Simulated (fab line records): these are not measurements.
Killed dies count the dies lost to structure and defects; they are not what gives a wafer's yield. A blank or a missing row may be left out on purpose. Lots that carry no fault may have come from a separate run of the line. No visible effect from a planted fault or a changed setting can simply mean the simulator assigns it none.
fab line records | flow sky130
record lots=14 | wafers=42 | lastDay=50
route steps=708 shown VT_ADJUST_NCORE@121 VT_ADJUST_HVTR@142 VT_ADJUST_PCH@153 PAD_OPEN@708
lots that met no fault: taken from a fault-free run of the same line
startH: hours from the record's first day to the start of the lot's first wafer shown | waitH: hours from the lot's prior step to this one | " as in the row above | L1.1+2: one row covering several wafers at once | - no value, or no start given | * or withheld: withheld | < > ~ a bound
route shown NAME@n: NAME is a module with steps in the file, n the number in the route of the first one | usual: mean/standard deviation of fault-free wafers | same: alike in all rows | chamber/n: place in a boat | sites: per-site readings | _std_site: standard deviation across them | _edge_site: inner sites' mean taken away from outer sites' mean | radiusMm: for every site, how far away it sits from the centre of the wafer | mask NAME#n: copy n | behind: the most recent tool/chamber to have shaped the wafer | hold: reason for holding the lot/hours on hold/outcome of the hold | device: the n, p or np transistor that did not switch | end of line: the same wafers' tests at the end of the route | for a step that has no rows: nothing shown but its recipe | killed: the dies lost at the first sort to structure and to defects; this is not the yield of the wafer | map: a wafer's dies, marking killed ones x, the rest . and places with no die _
set.NAME: the run value of the setting; set.NAME@STEP: its run value at that earlier step | model.NAME: the simulator's own value behind a step, which no gauge read
steps of the route over a sample of lots; a table a step, a row a wafer
## steps
# step SKY_VT_ADJUST_NCORE_COAT_02
# recipe resist=NOVOLAK | spinRpm=3000 | resistThkNm=1140
# usual chillPlateTempC=22.98/0.088 | dispensePressureKPa=51.4/1.6 | exhaustPa=45.0/0.85
lot.wafer | tool          | chamber | startH | waitH | chillPlateTempC | dispensePressureKPa | exhaustPa
L560.2    | lithoTrack-02 | 0       | 172.81 | 0.1   | 23.00           | 49.5                | 45.5
L560.3    | "             | 0       | "      | "     | 22.93           | 49.5                | 44.3
L560.6    | "             | 0       | "      | "     | 22.87           | 49.5                | 45.2
L562.2    | lithoTrack-03 | 0       | 186.08 | 0.1   | 22.88           | 51.0                | 45.7
L562.3    | "             | 0       | "      | "     | 23.04           | 51.1                | 45.5
L562.6    | "             | 0       | "      | "     | 22.99           | 51.0                | 44.7
L564.1    | lithoTrack-03 | 0       | 202.70 | 0.1   | 23.05           | 51.0                | 45.8
L564.2    | "             | 0       | "      | "     | 23.09           | 51.1                | 45.0
L564.3    | "             | 0       | "      | "     | 23.06           | 51.1                | 44.9
L565.1    | lithoTrack-01 | 0       | 209.79 | 0.1   | 22.95           | 53.7                | 44.7
L565.3    | "             | 0       | "      | "     | 23.14           | 53.7                | 43.9
L565.4    | "             | 0       | "      | "     | 22.87           | 53.7                | 43.8
L566.4    | lithoTrack-01 | 0       | 211.56 | 0.1   | 22.88           | 53.7                | 44.6
L566.5    | "             | 0       | "      | "     | 22.92           | 53.7                | 46.6
L566.6    | "             | 0       | "      | "     | 22.92           | 53.8                | 46.3
L567.1    | lithoTrack-01 | 0       | 222.24 | 0.1   | 23.04           | 53.7                | 44.5
L567.2    | "             | 0       | "      | "     | 22.83           | 53.8                | 44.6
L567.3    | "             | 0       | "      | "     | 23.12           | 53.8                | 44.3
L574.1    | lithoTrack-02 | -       | 270.39 | 0.1   | -               | -                   | -
L574.3    | "             | -       | "      | "     | -               | -                   | -
L574.6    | "             | -       | "      | "     | -               | -                   | -
L575.1    | lithoTrack-03 | -       | 285.45 | 0.1   | -               | -                   | -
L575.3    | "             | -       | "      | "     | -               | -                   | -
L575.6    | "             | -       | "      | "     | -               | -                   | -
L578.1    | lithoTrack-03 | 0       | 298.80 | 0.1   | 22.97           | 51.0                | 44.1
L578.2    | "             | 0       | "      | "     | 22.93           | 51.0                | 45.9
L578.4    | "             | 0       | "      | "     | 22.82           | 51.0                | 45.7
L579.1    | lithoTrack-03 | 0       | 309.40 | 0.1   | 23.00           | 51.0                | 45.6
L579.5    | "             | 0       | "      | "     | 23.02           | 51.1                | 44.3
L579.6    | "             | 0       | "      | "     | 22.91           | 51.0                | 44.8
L580.1    | lithoTrack-03 | 0       | 315.90 | 0.1   | 22.92           | 51.0                | 46.1
L580.2    | "             | 0       | "      | "     | 23.11           | 51.0                | 44.8
L580.4    | "             | 0       | "      | "     | 23.14           | 51.0                | 44.5
L581.1    | lithoTrack-02 | 0       | 322.99 | 0.1   | 22.89           | 49.5                | 45.0
L581.4    | "             | 0       | "      | "     | 23.05           | 49.6                | 44.0
L581.6    | "             | 0       | "      | "     | 23.01           | 49.5                | 44.3
L582.4    | lithoTrack-02 | 0       | 326.96 | 0.1   | 23.01           | 49.5                | 45.5
L582.5    | "             | 0       | "      | "     | 23.06           | 49.5                | 45.0
L582.6    | "             | 0       | "      | "     | 23.08           | 49.5                | 45.4
L583.4    | lithoTrack-01 | 0       | 333.91 | 0.1   | 23.14           | 53.8                | 44.9
L583.5    | "             | 0       | "      | "     | 23.09           | 53.8                | 43.6
L583.6    | "             | 0       | "      | "     | 23.06           | 53.8                | 45.9
# step SKY_VT_ADJUST_NCORE_CD_MEAS_07
# recipe targetCdNm=380
# usual cdNm=379.3/2.9
lot.wafer | tool     | chamber | startH | waitH | cdNm
L560.2    | cdSem-01 | -       | 183.96 | 0.1   | 380.0
L560.3    | "        | -       | "      | "     | 380.2
L560.6    | "        | -       | "      | "     | 380.0
L562.2    | cdSem-02 | -       | 196.62 | 0.1   | 382.4
L562.3    | "        | -       | "      | "     | 380.3
L562.6    | "        | -       | "      | "     | 381.7
L564.1    | cdSem-01 | -       | 213.70 | 0.1   | 384.7
L564.2    | "        | -       | "      | "     | 381.9
L564.3    | "        | -       | "      | "     | 380.8
L565.1    | cdSem-01 | -       | 221.64 | 0.1   | 383.1
L565.3    | "        | -       | "      | "     | 383.4
L565.4    | "        | -       | "      | "     | 381.9
L566.4    | cdSem-02 | -       | 223.25 | 0.1   | 378.8
L566.5    | "        | -       | "      | "     | 379.3
L566.6    | "        | -       | "      | "     | 377.9
L567.1    | cdSem-01 | -       | 233.64 | 0.1   | 380.3
L567.2    | "        | -       | "      | "     | 381.6
L567.3    | "        | -       | "      | "     | 381.1
L574.1    | cdSem-01 | -       | 282.70 | 0.1   | -
L574.3    | "        | -       | "      | "     | -
L574.6    | "        | -       | "      | "     | -
L575.1    | cdSem-02 | -       | 297.94 | 0.1   | -
L575.3    | "        | -       | "      | "     | -
L575.6    | "        | -       | "      | "     | -
L578.1    | cdSem-02 | -       | 311.39 | 0.1   | 377.1
L578.2    | "        | -       | "      | "     | 375.3
L578.4    | "        | -       | "      | "     | 377.0
L579.1    | cdSem-02 | -       | 323.29 | 0.1   | 381.9
L579.5    | "        | -       | "      | "     | 383.2
L579.6    | "        | -       | "      | "     | 384.1
L580.1    | cdSem-01 | -       | 330.04 | 0.1   | 374.7
L580.2    | "        | -       | "      | "     | 370.9
L580.4    | "        | -       | "      | "     | 378.8
L581.1    | cdSem-02 | -       | 335.69 | 0.1   | 380.0
L581.4    | "        | -       | "      | "     | 379.0
L581.6    | "        | -       | "      | "     | 378.5
L582.4    | cdSem-01 | -       | 339.26 | 0.1   | 374.3
L582.5    | "        | -       | "      | "     | 375.5
L582.6    | "        | -       | "      | "     | 375.7
L583.4    | cdSem-01 | -       | 347.76 | 0.1   | 376.6
L583.5    | "        | -       | "      | "     | 376.8
L583.6    | "        | -       | "      | "     | 376.9
# step SKY_VT_ADJUST_HVTR_TW_MEAS_11
# usual VT_ADJUST_HVTR_TW=209.4/1.9
lot.wafer | tool         | chamber | startH | waitH | VT_ADJUST_HVTR_TW
L560.2    | filmMetro-02 | -       | 206.07 | 0.1   | 212.3
L560.3    | "            | -       | "      | "     | 210.9
L560.6    | "            | -       | "      | "     | 211.2
L562.2    | filmMetro-02 | -       | 219.46 | 0.1   | 210.5
L562.3    | "            | -       | "      | "     | 211.4
L562.6    | "            | -       | "      | "     | 208.8
L564.1    | filmMetro-03 | -       | 237.11 | 0.1   | 206.6
L564.2    | "            | -       | "      | "     | 207.2
L564.3    | "            | -       | "      | "     | 208.2
L565.1    | filmMetro-03 | -       | 245.69 | 0.1   | 206.7
L565.3    | "            | -       | "      | "     | 207.1
L565.4    | "            | -       | "      | "     | 207.9
L566.4    | filmMetro-02 | -       | 246.62 | 0.1   | 210.5
L566.5    | "            | -       | "      | "     | 211.4
L566.6    | "            | -       | "      | "     | 209.2
L567.1    | filmMetro-01 | -       | 258.14 | 0.1   | 210.4
L567.2    | "            | -       | "      | "     | 209.3
L567.3    | "            | -       | "      | "     | 209.5
L574.1    | filmMetro-01 | -       | 308.19 | 0.1   | 263.6
L574.3    | "            | -       | "      | "     | 264.6
L574.6    | "            | -       | "      | "     | 262.9
L575.1    | filmMetro-01 | -       | 324.34 | 0.1   | 262.4
L575.3    | "            | -       | "      | "     | 261.9
L575.6    | "            | -       | "      | "     | 261.5
L578.1    | filmMetro-03 | -       | 337.96 | 0.1   | 206.7
L578.2    | "            | -       | "      | "     | 206.9
L578.4    | "            | -       | "      | "     | 205.3
L579.1    | filmMetro-01 | -       | 350.04 | 0.1   | 210.7
L579.5    | "            | -       | "      | "     | 211.0
L579.6    | "            | -       | "      | "     | 212.0
L580.1    | filmMetro-03 | -       | 357.96 | 0.1   | 208.1
L580.2    | "            | -       | "      | "     | 207.3
L580.4    | "            | -       | "      | "     | 205.7
L581.1    | filmMetro-01 | -       | 364.21 | 0.1   | 210.7
L581.4    | "            | -       | "      | "     | 210.8
L581.6    | "            | -       | "      | "     | 210.9
L582.4    | filmMetro-03 | -       | 368.27 | 0.1   | 206.2
L582.5    | "            | -       | "      | "     | 207.4
L582.6    | "            | -       | "      | "     | 206.8
L583.4    | filmMetro-02 | -       | 377.29 | 0.1   | 210.5
L583.5    | "            | -       | "      | "     | 212.3
L583.6    | "            | -       | "      | "     | 211.6
# step SKY_VT_ADJUST_PCH_TW_MEAS_10
# usual VT_ADJUST_PCH_TW=142.8/2.1
lot.wafer | tool         | chamber | startH | waitH | VT_ADJUST_PCH_TW
L560.2    | filmMetro-03 | -       | 228.64 | 0.1   | 140.9
L560.3    | "            | -       | "      | "     | 140.6
L560.6    | "            | -       | "      | "     | 140.6
L562.2    | filmMetro-03 | -       | 242.29 | 0.1   | 140.6
L562.3    | "            | -       | "      | "     | 140.8
L562.6    | "            | -       | "      | "     | 140.6
L564.1    | filmMetro-03 | -       | 261.48 | 0.1   | 140.6
L564.2    | "            | -       | "      | "     | 140.1
L564.3    | "            | -       | "      | "     | 140.7
L565.1    | filmMetro-04 | -       | 269.53 | 0.1   | 144.9
L565.3    | "            | -       | "      | "     | 144.8
L565.4    | "            | -       | "      | "     | 144.5
L566.4    | filmMetro-04 | -       | 269.85 | 0.1   | 144.7
L566.5    | "            | -       | "      | "     | 145.0
L566.6    | "            | -       | "      | "     | 144.9
L567.1    | filmMetro-03 | -       | 281.97 | 0.1   | 139.9
L567.2    | "            | -       | "      | "     | 140.6
L567.3    | "            | -       | "      | "     | 140.2
L574.1    | filmMetro-04 | -       | 334.68 | 0.1   | 234.8
L574.3    | "            | -       | "      | "     | 234.5
L574.6    | "            | -       | "      | "     | 235.2
L575.1    | filmMetro-02 | -       | 351.37 | 0.1   | 230.3
L575.3    | "            | -       | "      | "     | 229.8
L575.6    | "            | -       | "      | "     | 230.6
L578.1    | filmMetro-02 | -       | 366.42 | 0.1   | 143.3
L578.2    | "            | -       | "      | "     | 143.2
L578.4    | "            | -       | "      | "     | 143.0
L579.1    | filmMetro-02 | -       | 378.07 | 0.1   | 143.1
L579.5    | "            | -       | "      | "     | 142.6
L579.6    | "            | -       | "      | "     | 142.2
L580.1    | filmMetro-04 | -       | 385.37 | 0.1   | 144.7
L580.2    | "            | -       | "      | "     | 143.8
L580.4    | "            | -       | "      | "     | 144.3
L581.1    | filmMetro-02 | -       | 393.52 | 0.1   | 142.6
L581.4    | "            | -       | "      | "     | 141.8
L581.6    | "            | -       | "      | "     | 142.4
L582.4    | filmMetro-04 | -       | 397.90 | 0.1   | 143.4
L582.5    | "            | -       | "      | "     | 143.5
L582.6    | "            | -       | "      | "     | 143.8
L583.4    | filmMetro-02 | -       | 406.95 | 0.1   | 141.7
L583.5    | "            | -       | "      | "     | 141.8
L583.6    | "            | -       | "      | "     | 142.3
# step SKY_PAD_OPEN_PROBE_99
# usual killed_at_M0_to_M3=42/7 | killed_at_M4_up=3.2/1.6 | killedAtContacts=24/5.8 | killedAtFrontEnd=16/4.3 | killedAtOther=0.3/0.62 | killedDies=86/9.5 | killedOnRim=17/3.7 | killedOpen=46/6.4 | killedShort=39/6.3
# same grossDies=492 | killedAtBackSide=0
lot.wafer | tool      | chamber | startH  | waitH | killed_at_M0_to_M3 | killed_at_M4_up | killedAtContacts | killedAtFrontEnd | killedAtOther | killedDies | killedOnRim | killedOpen | killedShort
L574.1    | prober-02 | -       | 1160.26 | 0.1   | 36                 | 0               | 33               | 422              | 1             | 492        | 96          | 53         | 30
L574.3    | prober-02 | -       | 1160.36 | 0.2   | 42                 | 5               | 26               | 419              | 0             | 492        | 96          | 48         | 35
L574.6    | prober-02 | -       | 1160.51 | 0.2   | 42                 | 3               | 38               | 409              | 0             | 492        | 96          | 53         | 48
L575.1    | prober-01 | -       | 1171.86 | 0.1   | 40                 | 3               | 21               | 427              | 1             | 492        | 96          | 45         | 39
L575.3    | prober-01 | -       | 1171.96 | 0.2   | 42                 | 3               | 33               | 413              | 1             | 492        | 96          | 64         | 40
L575.6    | prober-01 | -       | 1172.11 | 0.2   | 51                 | 3               | 21               | 415              | 2             | 492        | 96          | 49         | 43
# killed by level:class
L574.1 VT_ADJUST_NCORE:areaExpose=409 VIA1:geometricParticle:open=12 LI_CONTACT:geometricParticle:open=11 CONTACT:geometricParticle:open=9 VIA2:geometricParticle:open=5 LOCAL_INTERCONNECT:geometricParticle:short=5 POLY_GATE:geometricParticle:open=4 LI_CONTACT:geometricParticle:short=4
L574.3 VT_ADJUST_NCORE:areaExpose=408 VIA1:geometricParticle:open=13 CONTACT:geometricParticle:open=9 VIA2:geometricParticle:open=8 CONTACT:geometricParticle:short=6 LOCAL_INTERCONNECT:geometricParticle:short=5 VIA3:geometricParticle:open=5 POLY_GATE:geometricParticle:open=4
L574.6 VT_ADJUST_NCORE:areaExpose=389 CONTACT:geometricParticle:open=15 METAL2:geometricParticle:short=8 VIA2:geometricParticle:open=8 CONTACT:geometricParticle:short=7 VIA1:geometricParticle:short=7 VIA3:geometricParticle:open=7 LOCAL_INTERCONNECT:geometricParticle:short=6
L575.1 VT_ADJUST_NCORE:areaExpose=408 CONTACT:geometricParticle:open=10 VIA1:geometricParticle:open=7 FIELD_ISO:geometricParticle:short=6 LI_CONTACT:geometricParticle:open=6 VIA2:geometricParticle:open=6 METAL1:geometricParticle:short=6 METAL2:geometricParticle:short=5
L575.3 VT_ADJUST_NCORE:areaExpose=388 VIA1:geometricParticle:open=16 CONTACT:geometricParticle:open=11 LI_CONTACT:geometricParticle:open=10 FIELD_ISO:geometricParticle:short=7 FIELD_ISO:geometricParticle:open=6 LOCAL_INTERCONNECT:geometricParticle:short=6 VIA2:geometricParticle:open=6
L575.6 VT_ADJUST_NCORE:areaExpose=400 CONTACT:geometricParticle:open=12 VIA1:geometricParticle:open=12 VIA1:geometricParticle:short=10 VIA3:geometricParticle:open=6 FIELD_ISO:geometricParticle:short=5 METAL2:geometricParticle:short=5 VIA2:geometricParticle:open=5
## key
firstSign step=SKY_VT_ADJUST_NCORE_COAT_02 | reading=toolRecord | direction=missing
effect step=SKY_VT_ADJUST_NCORE_CD_MEAS_07 | reading=cdNm | direction=missing
effect step=SKY_VT_ADJUST_HVTR_TW_MEAS_11 | reading=VT_ADJUST_HVTR_TW | direction=up | sigmas=29 | usual=209.4 | struck=262.8
effect step=SKY_VT_ADJUST_PCH_TW_MEAS_10 | reading=VT_ADJUST_PCH_TW | direction=up | sigmas=42 | usual=142.8 | struck=232.5
effect step=SKY_PAD_OPEN_PROBE_99 | reading=killedAtFrontEnd | direction=up | sigmas=93 | usual=16 | struck=418
moreKillsBornAt SKY_VT_ADJUST_NCORE_EXPOSE_04@ilineStepper-01=2402
metAt SKY_VT_ADJUST_NCORE_COAT_02
struckLots L574,L575
testerLeftOut L574,L575
onsetBetween 202.70 270.39
fault kind=skippedStepWhole | tool=lithoTrack-02,lithoTrack-03 | chamber=- | onsetH=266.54 | steps=SKY_VT_ADJUST_NCORE_COAT_02 | scope=struckLotsOnly
# testerLeftOut: of these lots the tester's yield and bins aren't shown, on N5 and GAA mostly nor the transistor test; their killed dies are dies lost to structure and defects alone, not to doping, threshold or leakage, so they don't give the yield
